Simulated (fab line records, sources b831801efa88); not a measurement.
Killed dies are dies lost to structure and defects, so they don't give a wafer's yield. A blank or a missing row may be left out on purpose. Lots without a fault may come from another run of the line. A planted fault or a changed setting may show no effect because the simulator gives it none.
A struck lot beside a sound one | flow gf180mcu | 15 steps out of a route of 602
Sound: wafers L678.2, L678.3, L678.6. Struck: wafers L684.1, L684.2, L684.4. The cause comes at the end.
At each step with rows: each side's tool, then ch and its chambers, then its first start. Under that, the readings that differ: sound wafers | struck wafers | difference of the means | sigmas: that difference in standard deviations of wafers without a fault.
alike: readings whose means differ by less than 2 such deviations, and words and numbers that are the same on both sides. not compared: withheld readings, readings that some wafer has no value for, bounds like >300 that may hide the same value, and numbers for which the record gives no deviation and whose values overlap.
The two part at a step that has a row with sigmas, a row that says differs or no value, or rows on one side only. Numbers that don't overlap but have no deviation are shown without sigmas and don't part them. A reading that every wafer of one side lacks parts them only if that side has two wafers or more.

first, 4 steps without rows for these wafers: GF_DNWELL_EXPOSE_04 (exposes mask DNWELL, target cd 1700 nm); GF_DNWELL_PEB_05; GF_DNWELL_DEVELOP_06 (develop time 60 s); GF_DNWELL_IMPLANT_07.
GF_DNWELL_STRIP_08: strips in O2/N2.
  sound on plasma_asher-02 ch 0,1, day 4 21:20; struck on plasma_asher-04 ch 0,1, day 6 02:02
  alike: drypump_motor_current_A, heater_power_w, n2_flow_sccm, oes_product_au, strip_time_to_endpoint_s
  not compared: rf_hours_counter_h
GF_DNWELL_TW_MEAS_09:
  sound on film_metro-02, day 4 21:27; struck on film_metro-02, day 6 02:08
  alike: DNWELL_TW
then, 6 steps without rows for these wafers: GF_NWELL_DEHYDRATE_00 (time 60 s); GF_NWELL_HMDS_01 (prime time 60 s); GF_NWELL_COAT_02 (resist thk 3000 nm); GF_NWELL_SOFTBAKE_03; GF_NWELL_EXPOSE_04 (exposes mask Nwell, target cd 860 nm); GF_NWELL_PEB_05.
GF_NWELL_DEVELOP_06: develop time 60 s.
  sound on litho_track-03 ch 0, day 5 11:00; struck on litho_track-03 ch 0, day 6 17:00
GF_NWELL_OVL_MEAS_07:
  sound on overlay-01, day 5 11:27; struck on overlay-01, day 6 17:17
  reading        | sound        | struck | difference                    | sigmas
  NWELL_OVL (nm) | -0.2 1.0 1.8 | - - -  | no value on the struck wafers |
then, 1 step without rows for these wafers: GF_NWELL_IMPLANT_08.

WHERE THEY PART
Only at GF_NWELL_OVL_MEAS_07, within this record.

WHY: what the simulator had put in
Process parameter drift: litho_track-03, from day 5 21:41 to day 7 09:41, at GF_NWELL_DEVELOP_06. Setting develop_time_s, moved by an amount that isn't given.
